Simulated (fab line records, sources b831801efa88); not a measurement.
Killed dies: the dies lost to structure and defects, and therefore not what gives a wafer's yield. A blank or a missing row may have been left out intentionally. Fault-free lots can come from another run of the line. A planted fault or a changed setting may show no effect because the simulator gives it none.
fab line records | flow gf180mcu
[record] lots = 5 wafers = 15 lastDay = 34
route steps=602 shown M3@418 V3@429 M4@456
lots untouched by any fault: they come from a run of this same line in which no faults occurred
startH: hours from the record's first day to the start of the lot's first wafer shown | waitH: hours elapsed since this lot's preceding step | " the same as in the row above | L1.1+2: a row that stands for several wafers | - value missing, or start not given | * or withheld: withheld | < > ~ a bound
route shown NAME@n: a module of which the file shows steps, and the number in the route of the first | usual: mean and standard deviation over wafers with no fault | same: alike in all rows | chamber/n: place in a boat | sites: each site's reading | _std_site: the standard deviation of these | _edge_site: mean of outer sites minus mean of inner sites | radiusMm: for every site, how far away it sits from the centre of the wafer | mask NAME#n: copy n | behind: the tool/chamber that last shaped the wafer | hold: reason for holding the lot/hours on hold/outcome of the hold | device: names the non-switching transistor (n, p or np) | end of line: the same wafers' tests at the end of the route | where a step has no rows: the recipe by itself | killed: count of dies lost to structure and defects at first sort (not the wafer's yield) | map: dies across one wafer; x = killed, . = not, _ = none there
set.NAME: the setting that was run; set.NAME@STEP: the one run at that earlier step | model.NAME: the simulator's own value behind a step, which no gauge read
certain route steps with their lots: each step a table, each wafer a row
services: a tool's chamber out of use, with start hour (startH, from the record's first day; less than 0 if before it), hours out, and reason
[[steps]]
[step GF_M3_COAT_09]
[recipe] resist = KrF spinRpm = withheld resistThkNm = 1000
// columns lot.wafer tool chamber startH waitH
L076.1+3+4 lithoTrack-03 0 497.80 0.1
L077.1+4+6 lithoTrack-03 0 505.35 0.1
L091.1+2+5 lithoTrack-03 0 625.05 0.1
L092.3+4+5 lithoTrack-02 0 627.70 0.1
L096.3+5+6 lithoTrack-01 0 650.72 0.1
[step GF_M3_SOFTBAKE_10]
[recipe] tempC = 130 timeS = 60 resist = KrF
// columns lot.wafer tool chamber startH waitH
L076.1+3+4 lithoTrack-03 0 497.95 0.1
L077.1+4+6 lithoTrack-03 0 505.50 0.1
L091.1+2+5 lithoTrack-03 0 625.20 0.1
L092.3+4+5 lithoTrack-02 0 627.85 0.1
L096.3+5+6 lithoTrack-01 0 650.87 0.1
[step GF_M3_EXPOSE_11]
[recipe] maskId = Metal3 targetCdNm = 280 na = 0.68 sourceShape = conventional sigmaOuter = 0.6 doseMj = 28
// columns lot.wafer tool chamber startH waitH mask
L076.1+3+4 krfScanner-02 0 - - Metal3#0
L077.1+4+6 krfScanner-01 0 - - Metal3#0
L091.1+2+5 krfScanner-01 0 - - Metal3#0
L092.3+4+5 krfScanner-01 0 - - Metal3#0
L096.3+5+6 krfScanner-02 0 - - Metal3#0
[step GF_M3_PEB_12]
[recipe] pebTempC = 135 pebTimeS = 90 resist = KrF
// columns lot.wafer tool chamber startH waitH
L076.1+3+4 lithoTrack-03 0 - -
L077.1+4+6 lithoTrack-02 0 - -
L091.1+2+5 lithoTrack-02 0 - -
L092.3+4+5 lithoTrack-02 0 - -
L096.3+5+6 lithoTrack-02 0 - -
[step GF_M3_DEVELOP_13]
[recipe] developTimeS = 60 devTempC = 21
// columns lot.wafer tool chamber startH waitH
L076.1+3+4 lithoTrack-03 0 509.95 0.2
L077.1+4+6 lithoTrack-02 0 517.05 0.2
L091.1+2+5 lithoTrack-02 0 635.45 0.2
L092.3+4+5 lithoTrack-02 0 637.70 0.1
L096.3+5+6 lithoTrack-02 0 660.75 0.1
[step GF_M3_CD_MEAS_14]
[recipe] targetCdNm = 280
[usual] cdNm = 280.1/1.2
// columns lot.wafer tool chamber startH waitH cdNm
L076.1 cdSem-01 - 510.10 0.1 281.0
L076.3 " - " " 280.2
L076.4 " - " " 279.3
L077.1 cdSem-02 - 517.20 0.1 283.3
L077.4 " - " " 282.9
L077.6 " - " " 282.9
L091.1 cdSem-01 - 635.60 0.1 277.6
L091.2 " - " " 278.6
L091.5 " - " " 279.9
L092.3 cdSem-02 - 637.84 0.1 279.3
L092.4 " - " " 281.2
L092.5 " - " " 279.1
L096.3 cdSem-02 - 660.89 0.1 277.2
L096.5 " - " " 276.3
L096.6 " - " " 277.6
[step GF_M3_OVL_MEAS_15]
[usual] M3_OVL = 0/4.6
// columns lot.wafer tool chamber startH waitH M3_OVL[nm]
L076.1 overlay-02 - 510.22 0.1 1
L076.3 " - " " 4
L076.4 " - " " -7
L077.1 overlay-02 - 517.32 0.1 0
L077.4 " - " " 2
L077.6 " - " " 1
L091.1 overlay-01 - 635.72 0.1 -2
L091.2 " - " " -3
L091.5 " - " " -3
L092.3 overlay-02 - 637.93 0.1 -3
L092.4 " - " " 1
L092.5 " - " " -5
L096.3 overlay-01 - 660.98 0.1 2
L096.5 " - " " -4
L096.6 " - " " 0
[step GF_M3_METAL_ETCH_16]
[recipe] chemistry = Cl2/BCl3 maskMaterial = KrF targetDepthNm = 750.8 stopOn = SiO2 pressureMtorr = 8 icpW = 800 biasW = 140 Cl2_flow_sccm = 80 bcl3FlowSccm = 40 timeS = 125.1
[usual] drypumpMotorCurrentA = 5.8/0.33 oesProductAu = 0.987/0.0059 throttleValvePct = 28.232/0.01
// columns lot.wafer tool chamber startH waitH drypumpMotorCurrentA oesProductAu rfHoursCounterH throttleValvePct
L076.1 rieMetal-01 1 510.26 0.0 5.9 0.990 10 28.217
L076.3 " 0 " " 6.0 0.998 - 28.233
L076.4 " 1 " " 5.9 0.990 - 28.234
L077.1 rieMetal-04 0 517.36 0.0 6.1 0.990 3 28.242
L077.4 " 0 " " 6.1 0.978 - 28.235
L077.6 " 0 " " 6.1 0.991 - 28.251
L091.1 rieMetal-03 1 635.76 0.0 5.3 0.975 15 28.228
L091.2 " 1 " " 5.3 0.986 - 28.227
L091.5 " 1 " " 5.3 0.974 - 28.237
L092.3 rieMetal-04 0 638.04 0.1 6.1 0.989 - 28.227
L092.4 " 0 " " 6.1 0.983 - 28.245
L092.5 " 0 " " 6.1 0.992 - 28.229
L096.3 rieMetal-04 1 661.05 0.1 5.5 0.991 - 28.229
L096.5 " 1 " " 5.4 0.991 - 28.222
L096.6 " 0 " " 6.1 0.989 - 28.228
[step GF_M3_STRIP_17]
[recipe] chemistry = O2/N2 powerW = 1400 pressureMtorr = 1500 platenTempC = 250 o2FlowSccm = 3000 n2FlowSccm = 300 overashFraction = 0.5
[usual] drypumpMotorCurrentA = 5.55/0.29 heaterPowerW = 324/28 n2FlowSccm = 300.0/0.95 oesProductAu = 0.538/0.0053 stripTimeToEndpointS = 7.41/0.049
// columns lot.wafer tool chamber startH waitH drypumpMotorCurrentA heaterPowerW n2FlowSccm oesProductAu rfHoursCounterH stripTimeToEndpointS
L076.1 plasmaAsher-02 1 510.38 0.1 5.15 320 301.6 0.542 40 7.31
L076.3 " 0 " " 5.39 297 300.6 0.528 - 7.35
L076.4 " 1 " " 5.17 314 300.7 0.537 - 7.39
L077.1 plasmaAsher-01 1 517.62 0.2 5.76 365 299.3 0.549 73 7.41
L077.4 " 0 " " 5.78 304 299.8 0.537 - 7.40
L077.6 " 0 " " 5.77 308 299.5 0.541 - 7.43
L091.1 plasmaAsher-02 0 636.02 0.2 5.37 299 300.5 0.547 56 7.43
L091.2 " 1 " " 5.16 321 301.2 0.536 56 7.42
L091.5 " 0 " " 5.36 284 300.5 0.544 - 7.41
L092.3 plasmaAsher-01 1 638.25 0.2 5.78 366 298.7 0.541 - 7.43
L092.4 " 0 " " 5.72 303 300.0 0.538 - 7.43
L092.5 " 0 " " 5.72 303 300.6 0.538 - 7.45
L096.3 plasmaAsher-02 1 661.17 0.1 5.18 318 300.0 0.546 - 7.34
L096.5 " 1 " " 5.14 307 300.0 0.536 - 7.31
L096.6 " 0 " " 5.37 293 298.8 0.538 - 7.43
[step GF_M3_STRIP_18]
[recipe] chemistry = postEtchResidueRemover timeS = 1200 tempC = 72.5
// columns lot.wafer tool chamber startH waitH
L076.1+3+4 wetBench-04 0 510.48 0.1
L077.1+4+6 wetBench-01 3 517.72 0.1
L091.1+2+5 wetBench-01 2 636.12 0.1
L092.3+4+5 wetBench-01 3 638.32 0.0
L096.3+5+6 wetBench-02 2 661.24 0.0
[step GF_M3_CLEAN_19]
[recipe] chemistry = DIW dry = n2Spin
// columns lot.wafer tool chamber startH waitH
L076.1+3+4 wetBench-02 0 510.83 0.0
L077.1+4+6 wetBench-04 0 518.06 0.0
L091.1+2+5 wetBench-01 0 636.49 0.0
L092.3+4+5 wetBench-04 1 638.69 0.0
L096.3+5+6 wetBench-04 3 661.61 0.0
[step GF_V3_CVD_00]
[recipe] material = SiO2 targetThkNm = 600 sigmaOpenFrac = 0.3 tempC = 400 timeS = 100 sih4FlowSccm = 62.35 pressureMtorr = 6
[usual] sih4FlowSccm = 62.31/0.2
// columns lot.wafer tool chamber startH waitH sih4FlowSccm
L076.1 hdpcvd-01 2 510.93 0.0 62.58
L076.3 " 1 " " 62.06
L076.4 " 2 " " 62.48
L077.1 hdpcvd-02 1 518.15 0.0 62.16
L077.4 " 0 " " 62.28
L077.6 " 2 " " 62.48
L091.1 hdpcvd-01 1 636.59 0.0 62.62
L091.2 " 0 " " 62.33
L091.5 " 0 " " 62.22
L092.3 hdpcvd-02 0 638.80 0.0 62.22
L092.4 " 2 " " 62.18
L092.5 " 1 " " 62.64
L096.3 hdpcvd-01 2 661.70 0.0 62.55
L096.5 " 0 " " 62.20
L096.6 " 1 " " 62.50
[step GF_V3_THK_MEAS_01]
[recipe] reads = SiO2_of_V3_CVD_00
[usual] V3_CVD_00_THK = 620/6.9
// columns lot.wafer tool chamber startH waitH V3_CVD_00_THK[nm]
L076.1 filmMetro-03 - 511.00 0.0 603
L076.3 " - " " 615
L076.4 " - " " 607
L077.1 filmMetro-03 - 518.22 0.0 617
L077.4 " - " " 617
L077.6 " - " " 606
L091.1 filmMetro-04 - 636.66 0.0 629
L091.2 " - " " 622
L091.5 " - " " 624
L092.3 filmMetro-03 - 638.89 0.1 631
L092.4 " - " " 619
L092.5 " - " " 633
L096.3 filmMetro-03 - 661.79 0.1 619
L096.5 " - " " 630
L096.6 " - " " 617
[step GF_V3_CVD_02]
[recipe] material = SiO2 targetThkNm = 850 precursor = TEOS tempC = 400 timeS = 94.851 rfW = 600
[usual] heaterPowerW = 682/110
// columns lot.wafer tool chamber startH waitH heaterPowerW
L076.1 pecvd-03 0 511.06 0.1 689
L076.3 " 1 " " 947
L076.4 " 0 " " 726
L077.1 pecvd-04 1 518.28 0.1 677
L077.4 " 0 " " 714
L077.6 " 2 " " 576
L091.1 pecvd-02 0 636.72 0.1 569
L091.2 " 1 " " 826
L091.5 " 2 " " 623
L092.3 pecvd-03 1 638.93 0.0 937
L092.4 " 2 " " 623
L092.5 " 0 " " 596
L096.3 pecvd-04 1 661.83 0.0 668
L096.5 " 1 " " 548
L096.6 " 0 " " 698
[step GF_V3_THK_MEAS_03]
[recipe] reads = SiO2_of_V3_CVD_02
[usual] V3_CVD_02_THK = 846/9.6
// columns lot.wafer tool chamber startH waitH V3_CVD_02_THK[nm]
L076.1 filmMetro-03 - 511.13 0.0 845
L076.3 " - " " 847
L076.4 " - " " 852
L077.1 filmMetro-04 - 518.35 0.0 840
L077.4 " - " " 846
L077.6 " - " " 861
L091.1 filmMetro-03 - 636.79 0.0 851
L091.2 " - " " 832
L091.5 " - " " 847
L092.3 filmMetro-02 - 639.02 0.1 842
L092.4 " - " " 859
L092.5 " - " " 859
L096.3 filmMetro-02 - 661.92 0.1 837
L096.5 " - " " 848
L096.6 " - " " 843
[step GF_V3_CMP_04]
[recipe] material = SiO2 downForcePsi = 4 platenRpm = 60 padVelocityMS = 0.94248
[usual] edgeZonePressureFrac = 1.001/0.0056 motorCurrentA = 11.8/1 timeToEndpointS = 79/4.7
// columns lot.wafer tool chamber startH waitH edgeZonePressureFrac motorCurrentA timeToEndpointS
L076.3 cmp-01 3 511.19 0.0 1.002 13.8 83
L076.1 " 0 " " 0.993 11.8 77
L076.4 " 1 " " 1.001 10.8 83
L077.1 cmp-01 3 518.46 0.1 1.008 12.9 78
L077.4 " 0 " " 0.996 11.9 75
L077.6 " 2 " " 1.000 10.3 83
L091.2 cmp-02 1 636.95 0.1 1.004 12.1 76
L091.1 " 2 " " 1.008 10.8 80
L091.5 " 0 " " 1.014 13.2 76
L092.3 cmp-02 0 639.06 0.0 0.995 13.4 74
L092.4 " 1 " " 0.999 11.6 88
L092.5 " 1 " " 1.000 11.3 86
L096.3 cmp-01 3 662.06 0.1 0.998 12.7 74
L096.5 " 1 " " 1.001 10.8 77
L096.6 " 2 " " 0.994 9.7 80
[step GF_V3_BOW_MEAS_05]
[recipe] mode = bow
[usual] V3_BOW = 122/9.6
// columns lot.wafer tool chamber startH waitH V3_BOW[um]
L076.1 filmMetro-02 - 511.49 0.2 117
L076.3 " - " " 127
L076.4 " - " " 115
L077.1 filmMetro-03 - 518.71 0.2 132
L077.4 " - " " 130
L077.6 " - " " 123
L091.1 filmMetro-03 - 637.15 0.1 122
L091.2 " - " " 115
L091.5 " - " " 121
L092.3 filmMetro-04 - 639.40 0.3 111
L092.4 " - " " 113
L092.5 " - " " 124
L096.3 filmMetro-03 - 662.30 0.2 115
L096.5 " - " " 111
L096.6 " - " " 111
[step GF_V3_DEHYDRATE_06]
[recipe] tempC = 200 timeS = 60
// columns lot.wafer tool chamber startH waitH
L076.1+3+4 lithoTrack-03 0 522.55 11.0
L077.1+4+6 lithoTrack-04 0 529.60 10.9
L091.1+2+5 lithoTrack-02 0 645.85 8.7
L092.3+4+5 lithoTrack-03 0 648.70 9.3
L096.3+5+6 lithoTrack-04 0 671.70 9.4
[step GF_V3_HMDS_07]
[recipe] primeTimeS = 60 primeTempC = 120
// columns lot.wafer tool chamber startH waitH
L076.1+3+4 lithoTrack-03 0 522.70 0.1
L077.1+4+6 lithoTrack-04 0 529.75 0.1
L091.1+2+5 lithoTrack-02 0 646.00 0.1
L092.3+4+5 lithoTrack-03 0 648.85 0.1
L096.3+5+6 lithoTrack-04 0 671.85 0.1
[step GF_V3_COAT_08]
[recipe] resist = BARC tempC = withheld timeS = withheld spinRpm = withheld resistThkNm = withheld
// columns lot.wafer tool chamber startH waitH
L076.1+3+4 lithoTrack-03 0 522.85 0.1
L077.1+4+6 lithoTrack-04 0 529.90 0.1
L091.1+2+5 lithoTrack-02 0 646.15 0.1
L092.3+4+5 lithoTrack-03 0 649.00 0.1
L096.3+5+6 lithoTrack-04 0 672.00 0.1
[step GF_V3_COAT_09]
[recipe] resist = KrF spinRpm = withheld resistThkNm = 1000
// columns lot.wafer tool chamber startH waitH
L076.1+3+4 lithoTrack-03 0 - -
L077.1+4+6 lithoTrack-04 0 - -
L091.1+2+5 lithoTrack-02 0 - -
L092.3+4+5 lithoTrack-03 0 - -
L096.3+5+6 lithoTrack-04 0 - -
[step GF_V3_SOFTBAKE_10]
[recipe] tempC = 130 timeS = 60 resist = KrF
// columns lot.wafer tool chamber startH waitH
L076.1+3+4 lithoTrack-03 0 - -
L077.1+4+6 lithoTrack-04 0 - -
L091.1+2+5 lithoTrack-02 0 - -
L092.3+4+5 lithoTrack-03 0 - -
L096.3+5+6 lithoTrack-04 0 - -
[step GF_V3_EXPOSE_11]
[recipe] maskId = Via3 targetCdNm = 260 na = 0.68 sourceShape = conventional sigmaOuter = 0.6 doseMj = 38
// columns lot.wafer tool chamber startH waitH mask
L076.1+3+4 krfScanner-02 0 - - Via3#0
L077.1+4+6 krfScanner-02 0 - - Via3#0
L091.1+2+5 krfScanner-01 0 - - Via3#0
L092.3+4+5 krfScanner-01 0 - - Via3#0
L096.3+5+6 krfScanner-01 0 - - Via3#0
[step GF_V3_PEB_12]
[recipe] pebTempC = 135 pebTimeS = 88.35 resist = KrF
// columns lot.wafer tool chamber startH waitH
L076.1+3+4 lithoTrack-04 0 - -
L077.1+4+6 lithoTrack-04 0 - -
L091.1+2+5 lithoTrack-04 0 - -
L092.3+4+5 lithoTrack-03 0 - -
L096.3+5+6 lithoTrack-03 0 - -
[step GF_V3_DEVELOP_13]
[recipe] developTimeS = 60 resist = KrF devTempC = 21
// columns lot.wafer tool chamber startH waitH
L076.1+3+4 lithoTrack-04 0 541.05 0.2
L077.1+4+6 lithoTrack-04 0 541.40 0.2
L091.1+2+5 lithoTrack-04 0 655.95 0.2
L092.3+4+5 lithoTrack-03 0 658.95 0.1
L096.3+5+6 lithoTrack-03 0 681.80 0.1
[step GF_V3_CD_MEAS_14]
[recipe] targetCdNm = 260
[usual] cdNm = 260.1/1.1
// columns lot.wafer tool chamber startH waitH cdNm
L076.1 cdSem-01 - 541.20 0.1 260.8
L076.3 " - " " 259.7
L076.4 " - " " 260.9
L077.1 cdSem-02 - 541.55 0.1 260.0
L077.4 " - " " 259.5
L077.6 " - " " 260.4
L091.1 cdSem-01 - 656.10 0.1 260.0
L091.2 " - " " 260.0
L091.5 " - " " 259.8
L092.3 cdSem-02 - 659.09 0.1 259.8
L092.4 " - " " 260.4
L092.5 " - " " 260.9
L096.3 cdSem-02 - 681.94 0.1 260.3
L096.5 " - " " 259.8
L096.6 " - " " 260.2
[step GF_V3_OVL_MEAS_15]
[usual] V3_OVL = 3/5.9
// columns lot.wafer tool chamber startH waitH V3_OVL[nm]
L076.1 overlay-02 - 541.32 0.1 0
L076.3 " - " " 2
L076.4 " - " " 2
L077.1 overlay-02 - 541.67 0.1 2
L077.4 " - " " -1
L077.6 " - " " -1
L091.1 overlay-02 - 656.22 0.1 13
L091.2 " - " " 2
L091.5 " - " " 10
L092.3 overlay-01 - 659.18 0.1 9
L092.4 " - " " 3
L092.5 " - " " 7
L096.3 overlay-02 - 682.03 0.1 -4
L096.5 " - " " -6
L096.6 " - " " 2
[step GF_V3_ETCH_16]
[recipe] chemistry = N2/H2 targetDepthA = withheld overetchA = withheld timeS = withheld target = BARC ionEnergyEv = 200 sourceW = 500 biasW = 100 pressureMtorr = 30 n2FlowSccm = 100 h2FlowSccm = 200
[usual] drypumpMotorCurrentA = 5.8/0.44 n2FlowSccm = 100.0/0.31 oesProductAu = 0.854/0.0048 throttleValvePct = 13.225/0.0094
// columns lot.wafer tool chamber startH waitH drypumpMotorCurrentA n2FlowSccm oesProductAu throttleValvePct
L076.1 rieDiel-01 1 541.36 0.0 5.1 100.2 0.859 13.225
L076.3 " 3 " " 5.6 99.5 0.860 13.228
L076.4 " 2 " " 6.2 100.2 0.855 13.224
L077.1 rieDiel-02 2 541.71 0.0 5.5 100.2 0.852 13.216
L077.4 " 3 " " 6.6 99.8 0.850 13.234
L077.6 " 1 " " 5.5 100.0 0.853 13.227
L091.1 rieDiel-01 3 656.26 0.0 5.6 99.9 0.858 13.222
L091.2 " 0 " " 5.8 99.9 0.856 13.215
L091.5 " 1 " " 5.1 99.5 0.847 13.219
L092.3 rieDiel-03 2 659.20 0.0 5.6 99.8 0.852 13.236
L092.4 " 1 " " 5.3 100.0 0.856 13.204
L092.5 " 1 " " 5.4 100.0 0.855 13.226
L096.3 rieDiel-03 1 682.05 0.0 5.3 100.1 0.859 13.220
L096.5 " 1 " " 5.3 100.2 0.856 13.222
L096.6 " 2 " " 5.6 99.6 0.846 13.227
[step GF_V3_ETCH_17]
[recipe] chemistry = C4F8/O2/Ar maskMaterial = KrF target = SiO2 stopOn = TiN sourceW = 1500 biasW = 1200 pressureMtorr = 40 c4f8FlowSccm = withheld O2_flow_sccm = 6 Ar_flow_sccm = 300 timeS = withheld targetDepthA = 6350
[usual] oesProductAu = 0.856/0.0049
// columns lot.wafer tool chamber startH waitH oesProductAu
L076.1 rieDiel-01 1 - - 0.857
L076.3 " 3 " " 0.860
L076.4 " 2 " " 0.858
L077.1 rieDiel-02 2 - - 0.857
L077.4 " 3 " " 0.856
L077.6 " 1 " " 0.858
L091.1 rieDiel-01 3 - - 0.857
L091.2 " 0 " " 0.857
L091.5 " 1 " " 0.858
L092.3 rieDiel-03 2 - - 0.853
L092.4 " 1 " " 0.854
L092.5 " 1 " " 0.850
L096.3 rieDiel-03 1 - - 0.860
L096.5 " 1 " " 0.859
L096.6 " 2 " " 0.858
[step GF_V3_STRIP_18]
[recipe] chemistry = O2/N2 powerW = 1400 pressureMtorr = 1500 platenTempC = 250 o2FlowSccm = 3000 n2FlowSccm = 300 overashFraction = 0.5
[usual] drypumpMotorCurrentA = 5.8/0.39 heaterPowerW = 323/22 n2FlowSccm = 300.2/0.83 oesProductAu = 0.592/0.0048
// columns lot.wafer tool chamber startH waitH drypumpMotorCurrentA heaterPowerW n2FlowSccm oesProductAu rfHoursCounterH
L076.1 plasmaAsher-04 1 541.49 - 6.2 331 299.7 0.587 10
L076.3 " 0 " " 6.2 326 299.2 0.585 -
L076.4 " 1 " " 6.2 325 301.0 0.582 -
L077.1 plasmaAsher-02 1 541.84 - 5.2 313 300.1 0.586 43
L077.4 " 1 " " 5.2 320 299.5 0.589 -
L077.6 " 0 " " 5.4 291 299.0 0.585 -
L091.1 plasmaAsher-02 1 656.38 - 5.2 316 300.1 0.595 58
L091.2 " 0 " " 5.4 288 300.4 0.592 58
L091.5 " 0 " " 5.4 293 300.1 0.596 -
L092.3 plasmaAsher-04 1 659.37 - 6.2 328 300.2 0.590 -
L092.4 " 0 " " 6.2 339 299.6 0.592 -
L092.5 " 0 " " 6.2 332 300.5 0.596 -
L096.3 plasmaAsher-01 1 682.22 - 5.8 366 300.7 0.598 -
L096.5 " 1 " " 5.8 363 300.9 0.599 -
L096.6 " 0 " " 5.8 317 299.0 0.593 -
[step GF_V3_STRIP_19]
[recipe] chemistry = postEtchResidueRemover timeS = 1200 tempC = 72.5
// columns lot.wafer tool chamber startH waitH
L076.1+3+4 wetBench-02 1 541.59 0.1
L077.1+4+6 wetBench-04 3 541.94 0.1
L091.1+2+5 wetBench-02 0 656.48 0.1
L092.3+4+5 wetBench-02 2 659.43 0.0
L096.3+5+6 wetBench-03 2 682.28 0.0
[step GF_V3_CLEAN_20]
[recipe] chemistry = DIW dry = n2Spin
// columns lot.wafer tool chamber startH waitH
L076.1+3+4 wetBench-03 3 541.93 0.0
L077.1+4+6 wetBench-02 2 542.28 0.0
L091.1+2+5 wetBench-03 0 656.83 0.0
L092.3+4+5 wetBench-03 0 659.81 0.0
L096.3+5+6 wetBench-04 3 682.62 0.0
[step GF_V3_SPUTTER_21]
[recipe] material = Ti targetThkNm = 15 chamberPressurePa = 5 powerW = 2500 substrateTempC = 200 timeS = 80.02
[usual] substrateTempC = 199.96/0.15 throttleValvePct = 29.9/1.3
// columns lot.wafer tool chamber startH waitH substrateTempC throttleValvePct
L076.1 pvdSputter-03 - 542.03 0.0 199.98 30.1
L076.3 " - " " 199.92 28.9
L076.4 " - " " 200.07 32.5
L077.1 pvdSputter-01 - 542.37 0.0 200.24 31.3
L077.4 " - " " 200.08 29.1
L077.6 " - " " 199.80 28.5
L091.1 pvdSputter-01 - 656.92 0.0 200.24 29.0
L091.2 " - " " 199.78 31.5
L091.5 " - " " 199.98 28.4
L092.3 pvdSputter-04 - 659.90 0.0 200.02 30.5
L092.4 " - " " 199.93 31.0
L092.5 " - " " 199.90 29.0
L096.3 pvdSputter-01 - 682.72 0.0 200.11 28.8
L096.5 " - " " 199.98 28.3
L096.6 " - " " 200.24 29.3
[step GF_V3_SPUTTER_22]
[recipe] material = TiN targetThkNm = 10 chamberPressurePa = 5 powerW = 4000 timeS = 40
[usual] throttleValvePct = 29.9/1.3
// columns lot.wafer tool chamber startH waitH throttleValvePct
L076.1 pvdSputter-03 - 542.09 0.0 30.0
L076.3 " - " " 28.7
L076.4 " - " " 32.4
L077.1 pvdSputter-01 - 542.43 0.0 31.5
L077.4 " - " " 28.8
L077.6 " - " " 28.5
L091.1 pvdSputter-01 - 656.98 0.0 29.0
L091.2 " - " " 31.4
L091.5 " - " " 28.4
L092.3 pvdSputter-04 - 659.96 0.0 30.5
L092.4 " - " " 31.3
L092.5 " - " " 29.3
L096.3 pvdSputter-01 - 682.78 0.0 28.9
L096.5 " - " " 28.8
L096.6 " - " " 29.1
[step GF_V3_CVD_23]
[recipe] material = W targetThkNm = 350 timeS = 104.9 tempC = 400 pressureTorr = 40
[usual] heaterPowerW = 928/100
// columns lot.wafer tool chamber startH waitH heaterPowerW
L076.1 cvdW-02 0 542.13 0.0 963
L076.3 " 0 " " 966
L076.4 " 1 " " 1044
L077.1 cvdW-01 1 542.47 0.0 789
L077.4 " 1 " " 796
L077.6 " 1 " " 795
L091.1 cvdW-02 0 657.02 0.0 952
L091.2 " 1 " " 1061
L091.5 " 1 " " 1051
L092.3 cvdW-01 1 660.07 0.1 802
L092.4 " 1 " " 756
L092.5 " 1 " " 796
L096.3 cvdW-01 1 682.85 0.1 781
L096.5 " 0 " " 991
L096.6 " 1 " " 788
[step GF_V3_RS_MEAS_24]
[recipe] thkMeasGauge = four-point-probe reads = W_of_V3_CVD_23+TiN_of_V3_SPUTTER_22+Ti_of_V3_SPUTTER_21
[usual] V3_W_RS = 0.327/0.0036
// columns lot.wafer tool chamber startH waitH V3_W_RS[ohm/sq]
L076.1 filmMetro-03 - 542.24 0.1 0.326
L076.3 " - " " 0.326
L076.4 " - " " 0.325
L077.1 filmMetro-04 - 542.58 0.1 0.326
L077.4 " - " " 0.327
L077.6 " - " " 0.327
L091.1 filmMetro-02 - 657.13 0.1 0.328
L091.2 " - " " 0.331
L091.5 " - " " 0.330
L092.3 filmMetro-02 - 660.26 0.2 0.322
L092.4 " - " " 0.324
L092.5 " - " " 0.323
L096.3 filmMetro-02 - 682.97 0.1 0.325
L096.5 " - " " 0.330
L096.6 " - " " 0.326
[step GF_V3_THK_MEAS_25]
[recipe] thkMeasGauge = xrf reads = W_of_V3_CVD_23
[usual] V3_W_THK = 351/4.3
// columns lot.wafer tool chamber startH waitH V3_W_THK[nm]
L076.1 filmMetro-03 - 542.36 0.1 350
L076.3 " - " " 351
L076.4 " - " " 351
L077.1 filmMetro-04 - 542.70 0.1 351
L077.4 " - " " 352
L077.6 " - " " 351
L091.1 filmMetro-02 - 657.25 0.1 354
L091.2 " - " " 353
L091.5 " - " " 353
L092.3 filmMetro-02 - 660.36 0.1 362
L092.4 " - " " 356
L092.5 " - " " 360
L096.3 filmMetro-02 - 683.07 0.1 356
L096.5 " - " " 354
L096.6 " - " " 358
[step GF_V3_CMP_26]
[recipe] stopOn = SiO2 downForcePsi = 3.5 platenRpm = 60 tOverpolishS = 15 targetThkNm = 0 padVelocityMS = 0.94248
[usual] edgeZonePressureFrac = 1.000/0.0053 motorCurrentA = 10.7/0.93 overpolishRunS = 15.001/0.0095 timeToEndpointS = 86/3.3
[same] tOverpolishS = 15
// columns lot.wafer tool chamber startH waitH edgeZonePressureFrac motorCurrentA overpolishRunS timeToEndpointS
L076.1 cmp-01 3 542.42 0.1 0.998 12.4 15.002 90
L076.4 " 1 " " 1.002 10.2 15.008 87
L076.3 " 2 " " 1.001 9.4 15.001 90
L077.1 cmp-02 0 542.81 0.1 1.006 12.0 15.012 83
L077.4 " 1 " " 0.996 10.8 15.002 87
L077.6 " 3 " " 1.001 10.8 15.004 86
L091.2 cmp-02 0 657.31 0.0 0.995 11.9 15.007 87
L091.1 " 1 " " 1.001 11.2 15.002 93
L091.5 " 1 " " 0.996 11.0 14.995 91
L092.3 cmp-01 3 660.45 0.1 0.998 11.6 15.027 88
L092.4 " 0 " " 1.004 10.7 15.013 82
L092.5 " 2 " " 0.998 9.3 14.987 86
L096.3 cmp-01 1 683.11 0.0 0.998 10.2 14.977 91
L096.5 " 1 " " 0.999 10.4 14.993 85
L096.6 " 2 " " 0.994 8.9 14.994 90
[step GF_M4_SPUTTER_00]
[recipe] material = Ti targetThkNm = 37.5 arrivingIonEnergyEv = 80 substrateTempC = 200 chamberPressurePa = 2 powerW = 4000 timeS = 150
[usual] substrateTempC = 199.99/0.18 throttleValvePct = 30.1/1.1
// columns lot.wafer tool chamber startH waitH substrateTempC throttleValvePct
L076.1 pvdSputter-02 - 542.72 0.2 199.97 31.5
L076.3 " - " " 199.85 29.5
L076.4 " - " " 199.78 30.9
L077.1 pvdSputter-04 - 543.06 0.2 200.25 31.2
L077.4 " - " " 200.03 29.2
L077.6 " - " " 199.96 31.2
L091.1 pvdSputter-02 - 657.61 0.2 200.01 30.9
L091.2 " - " " 199.90 29.2
L091.5 " - " " 199.93 31.6
L092.3 pvdSputter-02 - 660.70 0.2 199.91 30.7
L092.4 " - " " 199.97 29.4
L092.5 " - " " 200.01 29.5
L096.3 pvdSputter-01 - 683.41 0.2 200.17 29.1
L096.5 " - " " 199.79 28.5
L096.6 " - " " 200.30 29.0
[step GF_M4_SPUTTER_01]
[recipe] material = TiN targetThkNm = 30 powerW = 6500 timeS = 25 chamberPressurePa = 0.4
[usual] throttleValvePct = 30.1/1.1
// columns lot.wafer tool chamber startH waitH throttleValvePct
L076.1 pvdSputter-02 - 542.82 0.1 31.4
L076.3 " - " " 29.4
L076.4 " - " " 31.0
L077.1 pvdSputter-04 - 543.16 0.1 31.2
L077.4 " - " " 29.1
L077.6 " - " " 31.2
L091.1 pvdSputter-02 - 657.71 0.1 30.6
L091.2 " - " " 29.2
L091.5 " - " " 31.4
L092.3 pvdSputter-02 - 660.80 0.1 31.1
L092.4 " - " " 29.5
L092.5 " - " " 29.3
L096.3 pvdSputter-01 - 683.51 0.1 29.1
L096.5 " - " " 28.4
L096.6 " - " " 28.9
[[services]]
// columns tool chamber startH hours kind
cmp-01 - 476.99 5.2 pm
rieDiel-03 - 479.25 14.6 pm
wetBench-02 - 479.93 1.9 pm
pvdSputter-04 - 480.66 2.1 repair
krfScanner-01 - 481.19 0.8 pm
pvdSputter-04 - 483.31 7.4 repair
cmp-02 - 485.46 2.9 repair
krfScanner-01 - 485.50 7.2 repair
cmp-01 - 485.75 0.3 repair
wetBench-01 - 488.78 2.0 repair
plasmaAsher-02 - 493.62 14.6 pm
rieDiel-03 0 502.29 13.0 repair
krfScanner-01 - 502.37 1.0 pm
cmp-01 - 502.60 2.2 repair
cmp-02 - 516.12 5.5 pm
pvdSputter-04 - 517.86 4.6 repair
krfScanner-01 - 522.00 11.6 pm
cmp-01 - 561.73 6.2 pm
krfScanner-01 - 594.07 1.3 pm
cmp-01 - 635.02 4.2 repair
cmp-01 - 640.16 0.7 repair
krfScanner-01 - 649.96 0.8 pm
pvdSputter-01 - 657.45 7.0 repair
krfScanner-01 - 671.37 1.0 pm
[[key]]
fault none
